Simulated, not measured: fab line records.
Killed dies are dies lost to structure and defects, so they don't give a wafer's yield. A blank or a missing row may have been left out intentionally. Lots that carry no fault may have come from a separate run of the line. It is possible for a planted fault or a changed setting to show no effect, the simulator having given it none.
fab line records + flow sky130
record
- lots=6
- wafers=18
- last_day=50
route steps=708 shown METAL1@440 PAD_OPEN@708
lots with no fault: from the same line, run without faults
start_h: hours from the record's first day to the start of the lot's first wafer shown + wait_h: hours elapsed since this lot's preceding step + " the same as in the row above + L1.1+2: a row that stands for several wafers + - either no value or no given start + * or withheld: withheld + < > ~ a bound
route shown NAME@n: names a module that has steps shown in the file, with the first one's number in the route + usual: mean/standard deviation of fault-free wafers + same: alike in all rows + chamber/n: place in a boat + sites: the reading at each site + _std_site: the values' standard deviation + _edge_site: outer sites' mean less inner sites' + radius_mm: for every site, how far away it sits from the centre of the wafer + mask NAME#n: copy n + behind: the tool/chamber that last shaped the wafer + hold: why the lot was held/for how many hours/how that ended + device: the transistor (n, p or np) that didn't switch + end of line: the tests these same wafers got at the end of their route + step lacking rows: just its recipe + killed: dies that structure and defects cost at the first sort, which is not the same as the wafer's yield + map: the dies of a wafer, with x for killed, . for not killed, _ for no die there
set.NAME: the run value of the setting; set.NAME@STEP: its run value at that earlier step + model.NAME: the simulator's own value behind a step, which no gauge read
certain route steps with their lots: each step a table, each wafer a row
services: a tool's chamber out of use, with start hour (start_h, from the record's first day; less than 0 if before it), hours out, and reason
## steps
# step SKY_METAL1_THK_MEAS_06
# recipe
- thk_meas_gauge=xrf
- reads=AlCu_of_METAL1_SPUTTER_02
# usual
- METAL1_ALCU_THK=249/3.8
| lot.wafer | tool          | chamber | start_h | wait_h | METAL1_ALCU_THK[nm] |
|-----------|---------------|---------|---------|--------|---------------------|
| L609.3    | film_metro-01 | -       | 730.26  | 0.1    | 248                 |
| L609.4    | "             | -       | "       | "      | 248                 |
| L609.6    | "             | -       | "       | "      | 251                 |
| L619.2    | film_metro-01 | -       | 815.82  | 0.1    | 245                 |
| L619.4    | "             | -       | "       | "      | 250                 |
| L619.6    | "             | -       | "       | "      | 252                 |
| L624.2    | film_metro-01 | -       | 860.47  | 0.1    | 254                 |
| L624.4    | "             | -       | "       | "      | 254                 |
| L624.5    | "             | -       | "       | "      | 255                 |
| L626.1    | film_metro-04 | -       | 877.64  | 0.1    | 249                 |
| L626.2    | "             | -       | "       | "      | 250                 |
| L626.6    | "             | -       | "       | "      | 248                 |
| L627.2    | film_metro-01 | -       | 878.56  | 0.1    | 243                 |
| L627.3    | "             | -       | "       | "      | 251                 |
| L627.5    | "             | -       | "       | "      | 249                 |
| L632.1    | film_metro-04 | -       | 921.17  | 0.1    | 251                 |
| L632.4    | "             | -       | "       | "      | 249                 |
| L632.6    | "             | -       | "       | "      | 253                 |
# step SKY_METAL1_DEHYDRATE_07
# recipe
- temp_c=200
- time_s=60
# step SKY_METAL1_HMDS_08
# recipe
- prime_time_s=60
- prime_temp_c=120
# step SKY_METAL1_COAT_09
# recipe
- resist=BARC
- temp_c=withheld
- time_s=withheld
- spin_rpm=3000
- resist_thk_nm=60
# step SKY_METAL1_COAT_10
# recipe
- resist=KrF-thick
- spin_rpm=3000
- resist_thk_nm=450
# step SKY_METAL1_SOFTBAKE_11
# recipe
- temp_c=100
- time_s=90
- resist=KrF-thick
# step SKY_METAL1_EXPOSE_12
# recipe
- mask_id=MM1
- na=0.8
- source_shape=annular
- sigma_inner=0.55
- sigma_outer=0.85
- target_cd_nm=140
- dose_mj=28
# step SKY_METAL1_PEB_13
# recipe
- peb_temp_c=withheld
- peb_time_s=withheld
- resist=KrF-thick
# step SKY_METAL1_DEVELOP_14
# recipe
- develop_time_s=60
- resist=KrF-thick
- dev_temp_c=21
# step SKY_METAL1_CD_MEAS_15
# recipe
- target_cd_nm=140
# usual
- cd_nm=140.0/1.4
| lot.wafer | tool      | chamber | start_h | wait_h | cd_nm |
|-----------|-----------|---------|---------|--------|-------|
| L609.3    | cd_sem-02 | -       | 757.17  | -      | 139.1 |
| L609.4    | "         | -       | "       | "      | 138.3 |
| L609.6    | "         | -       | "       | "      | 141.6 |
| L619.2    | cd_sem-01 | -       | 842.44  | -      | 139.4 |
| L619.4    | "         | -       | "       | "      | 139.4 |
| L619.6    | "         | -       | "       | "      | 139.2 |
| L624.2    | cd_sem-01 | -       | 886.38  | -      | 142.4 |
| L624.4    | "         | -       | "       | "      | 143.1 |
| L624.5    | "         | -       | "       | "      | 142.2 |
| L626.1    | cd_sem-02 | -       | 902.71  | -      | 142.4 |
| L626.2    | "         | -       | "       | "      | 142.9 |
| L626.6    | "         | -       | "       | "      | 143.2 |
| L627.2    | cd_sem-01 | -       | 903.82  | -      | 142.9 |
| L627.3    | "         | -       | "       | "      | 141.6 |
| L627.5    | "         | -       | "       | "      | 142.6 |
| L632.1    | cd_sem-01 | -       | 946.28  | -      | 139.2 |
| L632.4    | "         | -       | "       | "      | 139.0 |
| L632.6    | "         | -       | "       | "      | 139.2 |
# step SKY_METAL1_OVL_MEAS_16
# usual
- METAL1_OVL=1/6.1
| lot.wafer | tool       | chamber | start_h | wait_h | METAL1_OVL[nm] |
|-----------|------------|---------|---------|--------|----------------|
| L609.3    | overlay-01 | -       | 757.26  | 0.1    | 5              |
| L609.4    | "          | -       | "       | "      | -2             |
| L609.6    | "          | -       | "       | "      | -8             |
| L619.2    | overlay-01 | -       | 842.55  | 0.1    | -1             |
| L619.4    | "          | -       | "       | "      | -5             |
| L619.6    | "          | -       | "       | "      | -3             |
| L624.2    | overlay-02 | -       | 886.48  | 0.1    | 1              |
| L624.4    | "          | -       | "       | "      | 1              |
| L624.5    | "          | -       | "       | "      | 5              |
| L626.1    | overlay-01 | -       | 902.83  | 0.1    | -16            |
| L626.2    | "          | -       | "       | "      | -4             |
| L626.6    | "          | -       | "       | "      | -7             |
| L627.2    | overlay-01 | -       | 903.93  | 0.1    | -1             |
| L627.3    | "          | -       | "       | "      | 6              |
| L627.5    | "          | -       | "       | "      | 11             |
| L632.1    | overlay-02 | -       | 946.40  | 0.1    | 1              |
| L632.4    | "          | -       | "       | "      | 5              |
| L632.6    | "          | -       | "       | "      | 0              |
# step SKY_METAL1_DESCUM_17
# recipe
- chemistry=O2
- source_power_w=150
- bias_power_w=0
- pressure_mtorr=10
- temp_c=40
- time_s=8
# usual
- drypump_motor_current_A=5.93/0.17
- he_backside_leak_sccm=3.32/0.25
- oes_product_au=1.008/0.02
| lot.wafer | tool         | chamber | start_h | wait_h | drypump_motor_current_A | he_backside_leak_sccm | oes_product_au | rf_hours_counter_h |
|-----------|--------------|---------|---------|--------|-------------------------|-----------------------|----------------|--------------------|
| L609.3    | rie_metal-02 | 1       | 757.31  | 0.0    | 6.15                    | 3.18                  | 0.970          | -                  |
| L609.4    | "            | 1       | "       | "      | 6.12                    | 3.21                  | 0.971          | -                  |
| L609.6    | "            | 1       | "       | "      | 6.12                    | 3.22                  | 0.974          | -                  |
| L619.2    | rie_metal-02 | 0       | 842.58  | 0.0    | 5.89                    | 3.25                  | 0.988          | 7                  |
| L619.4    | "            | 1       | "       | "      | 6.07                    | 3.21                  | 0.973          | -                  |
| L619.6    | "            | 0       | "       | "      | 5.88                    | 3.26                  | 1.002          | -                  |
| L624.2    | rie_metal-02 | 1       | 886.51  | 0.0    | 6.12                    | 3.06                  | 0.973          | 7                  |
| L624.4    | "            | 0       | "       | "      | 5.88                    | 3.57                  | 1.008          | -                  |
| L624.5    | "            | 1       | "       | "      | 6.12                    | 3.11                  | 0.974          | -                  |
| L626.1    | rie_metal-02 | 0       | 902.86  | 0.0    | 5.88                    | 3.56                  | 1.015          | 10                 |
| L626.2    | "            | 1       | "       | "      | 6.15                    | 3.14                  | 0.984          | 8                  |
| L626.6    | "            | 0       | "       | "      | 5.90                    | 3.43                  | 1.012          | -                  |
| L627.2    | rie_metal-04 | 0       | 903.96  | 0.0    | 6.10                    | 3.13                  | 1.007          | 9                  |
| L627.3    | "            | 1       | "       | "      | 5.52                    | 3.13                  | 1.013          | -                  |
| L627.5    | "            | 0       | "       | "      | 6.09                    | 3.18                  | 1.009          | -                  |
| L632.1    | rie_metal-04 | 0       | 946.44  | 0.0    | 6.09                    | 3.41                  | 1.003          | 12                 |
| L632.4    | "            | 0       | "       | "      | 6.10                    | 3.18                  | 1.004          | -                  |
| L632.6    | "            | 0       | "       | "      | 6.07                    | 3.30                  | 1.005          | -                  |
# step SKY_METAL1_ETCH_18
# recipe
- chemistry=N2/H2
- target=BARC
- ion_energy_ev=200
- bias_w=100
- pressure_mtorr=30
- n2_flow_sccm=100
- h2_flow_sccm=200
- icp_w=500
- stop_on=SiO2
- time_s=45.9
- target_depth_a=600
# usual
- bias_w=100.0/0.31
- drypump_motor_current_A=5.94/0.18
- he_backside_leak_sccm=3.3/0.41
- oes_product_au=0.855/0.0049
- throttle_valve_pct=13.225/0.0085
| lot.wafer | tool         | chamber | start_h | wait_h | bias_w | drypump_motor_current_A | he_backside_leak_sccm | oes_product_au | rf_hours_counter_h | throttle_valve_pct | model.KrF-thick_of_METAL1_COAT_10.thk_nm |
|-----------|--------------|---------|---------|--------|--------|-------------------------|-----------------------|----------------|--------------------|--------------------|------------------------------------------|
| L609.3    | rie_metal-02 | 1       | 757.39  | 0.1    | 100.3  | 6.11                    | 3.1                   | 0.859          | -                  | 13.228             | 397.1                                    |
| L609.4    | "            | 1       | "       | "      | 100.3  | 6.08                    | 3.1                   | 0.860          | -                  | 13.219             | 395.4                                    |
| L609.6    | "            | 1       | "       | "      | 100.1  | 6.09                    | 3.0                   | 0.846          | -                  | 13.224             | 398.6                                    |
| L619.2    | rie_metal-02 | 0       | 842.61  | 0.0    | 100.2  | 5.86                    | 3.4                   | 0.853          | 7                  | 13.230             | 392.6                                    |
| L619.4    | "            | 1       | "       | "      | 99.9   | 6.12                    | 3.1                   | 0.850          | -                  | 13.237             | 394                                      |
| L619.6    | "            | 0       | "       | "      | 100.6  | 5.89                    | 3.3                   | 0.851          | -                  | 13.235             | 392.2                                    |
| L624.2    | rie_metal-02 | 1       | 886.54  | 0.0    | 100.2  | 6.09                    | 3.2                   | 0.846          | 7                  | 13.229             | 401.6                                    |
| L624.4    | "            | 0       | "       | "      | 99.8   | 5.93                    | 3.3                   | 0.850          | -                  | 13.225             | 394.2                                    |
| L624.5    | "            | 1       | "       | "      | 100.4  | 6.12                    | 3.0                   | 0.844          | -                  | 13.217             | 403.1                                    |
| L626.1    | rie_metal-02 | 0       | 902.89  | 0.0    | 100.4  | 5.91                    | 3.4                   | 0.848          | 10                 | 13.216             | 392.5                                    |
| L626.2    | "            | 1       | "       | "      | 99.7   | 6.14                    | 3.2                   | 0.850          | 8                  | 13.221             | 403.3                                    |
| L626.6    | "            | 0       | "       | "      | 100.0  | 5.90                    | 3.4                   | 0.849          | -                  | 13.224             | 392.4                                    |
| L627.2    | rie_metal-04 | 0       | 904.00  | 0.0    | 100.2  | 6.11                    | 3.3                   | 0.847          | 9                  | 13.225             | 394                                      |
| L627.3    | "            | 1       | "       | "      | 100.7  | 5.49                    | 3.3                   | 0.854          | -                  | 13.223             | 392.9                                    |
| L627.5    | "            | 0       | "       | "      | 100.1  | 6.11                    | 3.3                   | 0.856          | -                  | 13.216             | 393                                      |
| L632.1    | rie_metal-04 | 0       | 946.52  | 0.1    | 100.0  | 6.09                    | 3.2                   | 0.849          | 12                 | 13.230             | 390.3                                    |
| L632.4    | "            | 0       | "       | "      | 100.0  | 6.09                    | 3.3                   | 0.862          | -                  | 13.230             | 390.1                                    |
| L632.6    | "            | 0       | "       | "      | 99.9   | 6.09                    | 3.1                   | 0.851          | -                  | 13.233             | 391                                      |
# step SKY_METAL1_METAL_ETCH_19
# recipe
- target_depth_a=3600
- stop_on=SiO2
- over_etch_frac=0.3
- time_s=78
- chemistry=Cl2/BCl3
- resist_sidewall_deg=88
- pressure_mtorr=10
- icp_w=900
- bias_w=48.5
- Cl2_flow_sccm=60
- bcl3_flow_sccm=30
# usual
- bias_w=48.49/0.14
- drypump_motor_current_A=5.92/0.18
- he_backside_leak_sccm=3.26/0.2
- oes_product_au=0.855/0.0064
- throttle_valve_pct=22.263/0.0099
| lot.wafer | tool         | chamber | start_h | wait_h | bias_w | drypump_motor_current_A | he_backside_leak_sccm | oes_product_au | rf_hours_counter_h | throttle_valve_pct |
|-----------|--------------|---------|---------|--------|--------|-------------------------|-----------------------|----------------|--------------------|--------------------|
| L609.3    | rie_metal-02 | 1       | 757.53  | 0.1    | 48.24  | 6.10                    | 3.18                  | 0.858          | -                  | 22.260             |
| L609.4    | "            | 1       | "       | "      | 48.39  | 6.11                    | 3.22                  | 0.846          | -                  | 22.246             |
| L609.6    | "            | 1       | "       | "      | 48.41  | 6.10                    | 3.14                  | 0.855          | -                  | 22.259             |
| L619.2    | rie_metal-02 | 0       | 842.68  | 0.0    | 48.43  | 5.91                    | 3.30                  | 0.858          | 7                  | 22.267             |
| L619.4    | "            | 1       | "       | "      | 48.55  | 6.11                    | 3.18                  | 0.849          | -                  | 22.256             |
| L619.6    | "            | 0       | "       | "      | 48.56  | 5.93                    | 3.43                  | 0.855          | -                  | 22.252             |
| L624.2    | rie_metal-02 | 1       | 886.61  | 0.0    | 48.25  | 6.13                    | 3.13                  | 0.857          | 7                  | 22.255             |
| L624.4    | "            | 0       | "       | "      | 48.48  | 5.86                    | 3.27                  | 0.862          | -                  | 22.274             |
| L624.5    | "            | 1       | "       | "      | 48.27  | 6.11                    | 3.21                  | 0.860          | -                  | 22.245             |
| L626.1    | rie_metal-02 | 0       | 902.96  | 0.0    | 48.49  | 5.88                    | 3.53                  | 0.855          | 10                 | 22.262             |
| L626.2    | "            | 1       | "       | "      | 48.35  | 6.10                    | 3.11                  | 0.867          | 8                  | 22.272             |
| L626.6    | "            | 0       | "       | "      | 48.23  | 5.84                    | 3.68                  | 0.853          | -                  | 22.266             |
| L627.2    | rie_metal-04 | 0       | 904.08  | 0.1    | 48.52  | 6.07                    | 3.19                  | 0.855          | 9                  | 22.260             |
| L627.3    | "            | 1       | "       | "      | 48.44  | 5.51                    | 3.27                  | 0.856          | -                  | 22.273             |
| L627.5    | "            | 0       | "       | "      | 48.57  | 6.09                    | 3.10                  | 0.856          | -                  | 22.259             |
| L632.1    | rie_metal-04 | 0       | 946.69  | 0.1    | 48.31  | 6.10                    | 3.20                  | 0.861          | 12                 | 22.253             |
| L632.4    | "            | 0       | "       | "      | 48.57  | 6.10                    | 3.30                  | 0.858          | -                  | 22.260             |
| L632.6    | "            | 0       | "       | "      | 48.62  | 6.11                    | 3.29                  | 0.854          | -                  | 22.262             |
# step SKY_PAD_OPEN_PROBE_99
# usual
- defect_limited_yield=82.8/2.1
- killed_at_M0_to_M3=42/6.6
- killed_at_M4_up=3.1/1.9
- killed_at_contacts=24/5.6
- killed_at_front_end=15/4.8
- killed_at_other=0.3/0.48
- killed_dies=84/10
- killed_open=47/6.8
- killed_short=37/6.8
- sort_bin_3_pad_short=0.9/0.48
- sort_bin_5_function=10.1/1.4
- sort_bin_6_memory=6.2/1.2
- sort_n_pass=408/10
- sort_yield_pct=82.8/2.1
# same
- gross_dies=492
- killed_at_back_side=0
- sort_bin_4_leakage[%]=0
- sort_bin_8_speed[%]=0
| lot.wafer | tool      | chamber | start_h | wait_h | defect_limited_yield[%] | killed_at_M0_to_M3 | killed_at_M4_up | killed_at_contacts | killed_at_front_end | killed_at_other | killed_dies | killed_open | killed_short | sort_bin_3_pad_short[%] | sort_bin_5_function[%] | sort_bin_6_memory[%] | sort_n_pass | sort_yield_pct[%] | model.etest.met1_comb.leak_log10_a_um |
|-----------|-----------|---------|---------|--------|-------------------------|--------------------|-----------------|--------------------|---------------------|-----------------|-------------|-------------|--------------|-------------------------|------------------------|----------------------|-------------|-------------------|---------------------------------------|
| L609.3    | prober-01 | -       | 1071.97 | 0.2    | 84.1                    | 41                 | 0               | 19                 | 18                  | 0               | 78          | 45          | 33           | 0.6                     | 11.6                   | 3.7                  | 414         | 84.1              | -12.11                                |
| L609.4    | prober-01 | -       | 1072.02 | 0.2    | 82.9                    | 38                 | 5               | 23                 | 17                  | 1               | 84          | 43          | 41           | 0.4                     | 10.6                   | 6.1                  | 408         | 82.9              | -11.98                                |
| L609.6    | prober-01 | -       | 1072.12 | 0.2    | 82.9                    | 36                 | 5               | 25                 | 18                  | 0               | 84          | 44          | 40           | 0.8                     | 8.7                    | 7.5                  | 408         | 82.9              | -11.97                                |
| L619.2    | prober-01 | -       | 1137.85 | 0.1    | 82.7                    | 35                 | 8               | 25                 | 17                  | 0               | 85          | 50          | 35           | 0.6                     | 11.0                   | 5.7                  | 407         | 82.7              | -12.13                                |
| L619.4    | prober-01 | -       | 1137.95 | 0.2    | 82.1                    | 47                 | 1               | 22                 | 18                  | 0               | 88          | 50          | 38           | 0.8                     | 11.0                   | 6.1                  | 404         | 82.1              | -11.91                                |
| L619.6    | prober-01 | -       | 1138.05 | 0.2    | 78.0                    | 57                 | 3               | 27                 | 21                  | 0               | 108         | 57          | 51           | 1.6                     | 11.8                   | 8.5                  | 384         | 78.0              | -11.97                                |
| L624.2    | prober-02 | -       | 1168.17 | 0.1    | 83.5                    | 49                 | 4               | 22                 | 6                   | 0               | 81          | 42          | 39           | 0.4                     | 11.0                   | 5.1                  | 411         | 83.5              | -11.67                                |
| L624.4    | prober-02 | -       | 1168.27 | 0.2    | 85.2                    | 37                 | 3               | 15                 | 18                  | 0               | 73          | 43          | 30           | 0.2                     | 11.4                   | 3.3                  | 419         | 85.2              | -12.05                                |
| L624.5    | prober-02 | -       | 1168.32 | 0.2    | 80.7                    | 50                 | 4               | 23                 | 17                  | 1               | 95          | 56          | 39           | 1.2                     | 11.4                   | 6.7                  | 397         | 80.7              | -11.76                                |
| L626.1    | prober-02 | -       | 1177.22 | 0.1    | 83.3                    | 43                 | 4               | 18                 | 16                  | 1               | 82          | 38          | 44           | 2.2                     | 9.6                    | 4.9                  | 410         | 83.3              | -12.03                                |
| L626.2    | prober-02 | -       | 1177.27 | 0.1    | 83.3                    | 42                 | 3               | 23                 | 14                  | 0               | 82          | 42          | 40           | 1.0                     | 10.6                   | 5.1                  | 410         | 83.3              | -11.93                                |
| L626.6    | prober-02 | -       | 1177.47 | 0.2    | 78.3                    | 41                 | 3               | 32                 | 31                  | 0               | 107         | 55          | 52           | 1.4                     | 11.4                   | 8.9                  | 385         | 78.3              | -12                                   |
| L627.2    | prober-01 | -       | 1180.78 | 0.1    | 80.5                    | 44                 | 1               | 34                 | 16                  | 1               | 96          | 58          | 38           | 0.2                     | 11.2                   | 8.1                  | 396         | 80.5              | -12                                   |
| L627.3    | prober-01 | -       | 1180.83 | 0.2    | 81.1                    | 35                 | 4               | 32                 | 21                  | 1               | 93          | 56          | 37           | 1.4                     | 12.2                   | 5.3                  | 399         | 81.1              | -12.1                                 |
| L627.5    | prober-01 | -       | 1180.93 | 0.2    | 77.6                    | 53                 | 4               | 31                 | 21                  | 1               | 110         | 56          | 54           | 0.8                     | 14.0                   | 7.5                  | 382         | 77.6              | -11.99                                |
| L632.1    | prober-02 | -       | 1203.38 | 0.1    | 85.0                    | 44                 | 1               | 18                 | 11                  | 0               | 74          | 43          | 29           | 0.4                     | 10.2                   | 4.5                  | 418         | 85.0              | -11.92                                |
| L632.4    | prober-02 | -       | 1203.53 | 0.2    | 83.9                    | 42                 | 2               | 21                 | 14                  | 0               | 79          | 37          | 42           | 0.4                     | 9.3                    | 6.3                  | 413         | 83.9              | -12.04                                |
| L632.6    | prober-02 | -       | 1203.63 | 0.2    | 83.1                    | 44                 | 3               | 27                 | 9                   | 0               | 83          | 47          | 36           | 0.8                     | 9.3                    | 6.7                  | 409         | 83.1              | -12.11                                |
# killed by level:class
L609.3 VIA1:geometric_particle:open=12 CONTACT:geometric_particle:open=9 METAL2:geometric_particle:short=7 POLY_GATE:geometric_particle:open=6 FIELD_ISO:geometric_particle:open=5 CONTACT:geometric_particle:short=4 METAL1:geometric_particle:short=4 FIELD_ISO:geometric_particle:short=3
L609.4 CONTACT:geometric_particle:open=9 VIA1:geometric_particle:open=8 METAL2:geometric_particle:short=6 VIA2:geometric_particle:open=6 METAL1:geometric_particle:short=5 VIA2:geometric_particle:short=5 LOCAL_INTERCONNECT:geometric_particle:short=5 POLY_GATE:geometric_particle:short=4
L609.6 CONTACT:geometric_particle:open=10 VIA1:geometric_particle:open=10 LI_CONTACT:geometric_particle:open=8 POLY_GATE:geometric_particle:short=6 VIA3:geometric_particle:open=5 POLY_GATE:geometric_particle:open=4 METAL4:geometric_particle:short=4 METAL1:geometric_particle:short=4
L619.2 VIA1:geometric_particle:open=13 CONTACT:geometric_particle:open=10 METAL4:geometric_particle:short=8 VIA2:geometric_particle:open=7 LI_CONTACT:geometric_particle:open=6 POLY_GATE:geometric_particle:short=5 FIELD_ISO:geometric_particle:open=4 METAL1:geometric_particle:short=4
L619.4 VIA1:geometric_particle:open=11 CONTACT:geometric_particle:open=10 POLY_GATE:geometric_particle:short=9 VIA3:geometric_particle:open=9 LI_CONTACT:geometric_particle:open=6 METAL1:geometric_particle:short=6 FIELD_ISO:geometric_particle:short=5 POLY_GATE:geometric_particle:open=4
L619.6 VIA1:geometric_particle:open=15 VIA3:geometric_particle:open=13 METAL1:geometric_particle:short=9 LI_CONTACT:geometric_particle:open=7 CONTACT:geometric_particle:open=7 FIELD_ISO:geometric_particle:open=6 POLY_GATE:geometric_particle:short=6 CONTACT:geometric_particle:short=5
L624.2 CONTACT:geometric_particle:open=11 VIA1:geometric_particle:open=10 VIA1:geometric_particle:short=8 METAL2:geometric_particle:short=6 VIA2:geometric_particle:open=6 VIA3:geometric_particle:short=6 CONTACT:geometric_particle:short=5 VIA3:geometric_particle:open=5
L624.4 VIA1:geometric_particle:open=12 FIELD_ISO:geometric_particle:short=5 METAL2:geometric_particle:short=5 VIA3:geometric_particle:open=5 LI_CONTACT:geometric_particle:open=4 CONTACT:geometric_particle:open=4 VIA2:geometric_particle:open=4 FIELD_ISO:geometric_particle:open=3
L624.5 VIA1:geometric_particle:open=13 VIA3:geometric_particle:open=13 LI_CONTACT:geometric_particle:open=8 CONTACT:geometric_particle:open=5 VIA1:geometric_particle:short=5 VIA3:geometric_particle:short=5 FIELD_ISO:geometric_particle:short=4 POLY_GATE:geometric_particle:open=4
L626.1 CONTACT:geometric_particle:open=10 FIELD_ISO:geometric_particle:short=6 METAL1:geometric_particle:short=6 VIA1:geometric_particle:short=6 VIA2:geometric_particle:open=6 VIA3:geometric_particle:open=6 VIA1:geometric_particle:open=5 FIELD_ISO:geometric_particle:open=4
L626.2 VIA2:geometric_particle:open=10 VIA3:geometric_particle:open=9 METAL2:geometric_particle:short=7 CONTACT:geometric_particle:open=6 VIA1:geometric_particle:open=6 LOCAL_INTERCONNECT:geometric_particle:short=5 CONTACT:geometric_particle:short=5 LI_CONTACT:geometric_particle:open=4
L626.6 FIELD_ISO:geometric_particle:open=12 CONTACT:geometric_particle:open=11 VIA3:geometric_particle:open=8 VIA1:geometric_particle:open=7 LI_CONTACT:geometric_particle:open=7 CONTACT:geometric_particle:short=7 FIELD_ISO:geometric_particle:short=6 METAL2:geometric_particle:short=6
L627.2 LI_CONTACT:geometric_particle:open=13 CONTACT:geometric_particle:open=10 VIA3:geometric_particle:open=10 VIA2:geometric_particle:open=7 VIA1:geometric_particle:open=7 FIELD_ISO:geometric_particle:open=6 VIA1:geometric_particle:short=6 CONTACT:geometric_particle:short=5
L627.3 LI_CONTACT:geometric_particle:open=12 CONTACT:geometric_particle:open=12 VIA1:geometric_particle:open=7 VIA1:geometric_particle:short=7 POLY_GATE:geometric_particle:open=6 VIA3:geometric_particle:open=6 FIELD_ISO:geometric_particle:open=4 LOCAL_INTERCONNECT:geometric_particle:short=4
L627.5 VIA2:geometric_particle:open=12 VIA3:geometric_particle:open=11 LOCAL_INTERCONNECT:geometric_particle:short=9 LI_CONTACT:geometric_particle:open=7 FIELD_ISO:geometric_particle:short=6 CONTACT:geometric_particle:open=6 VIA1:geometric_particle:short=6 POLY_GATE:geometric_particle:open=5
L632.1 VIA1:geometric_particle:open=13 VIA3:geometric_particle:open=7 METAL2:geometric_particle:short=6 METAL1:geometric_particle:short=6 CONTACT:geometric_particle:open=5 CONTACT:geometric_particle:short=5 VIA2:geometric_particle:open=5 SPACER:geometric_particle:open=4
L632.4 METAL1:geometric_particle:short=9 POLY_GATE:geometric_particle:open=7 CONTACT:geometric_particle:open=7 CONTACT:geometric_particle:short=7 VIA3:geometric_particle:open=6 METAL1:geometric_particle:open=4 VIA1:geometric_particle:open=4 VIA1:geometric_particle:short=4
L632.6 LI_CONTACT:geometric_particle:open=10 VIA1:geometric_particle:open=10 METAL2:geometric_particle:short=8 CONTACT:geometric_particle:open=8 METAL1:geometric_particle:short=7 VIA3:geometric_particle:open=6 VIA1:geometric_particle:short=5 VIA2:geometric_particle:open=5
## services
| tool         | chamber | start_h | hours | kind           |
|--------------|---------|---------|-------|----------------|
| rie_metal-04 | -       | 738.70  | 0.2   | repair         |
| rie_metal-02 | 1       | 745.86  | 2.0   | repair         |
| rie_metal-02 | 0       | 751.59  | 12.7  | repair         |
| rie_metal-02 | 1       | 759.12  | 2.1   | repair         |
| rie_metal-04 | 0       | 807.77  | 4.8   | repair         |
| rie_metal-04 | 1       | 932.66  | -     | clean          |
| rie_metal-04 | 1       | 932.66  | 21.5  | scheduled_down |
| rie_metal-04 | 1       | 932.66  | 21.5  | vent_cycle     |
## key
first_sign none at tools or gauges
model_effect
- step=SKY_METAL1_ETCH_18
- value=KrF-thick_of_METAL1_COAT_10.thk_nm
- without=394.2
- struck=402.7
model_effect
- step=SKY_PAD_OPEN_PROBE_99
- value=etest.met1_comb.leak_log10_a_um
- without=-12.01
- struck=-11.79
met_at SKY_METAL1_ETCH_18
struck_wafers L624.2,L624.5,L626.2
onset_between 842.61 886.54
fault
- kind=process_parameter_drift
- tool=rie_metal-02
- chamber=1
- onset_h=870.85
- steps=SKY_METAL1_ETCH_18
- channel=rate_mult
- offset=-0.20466
- shape=step
- end_h=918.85
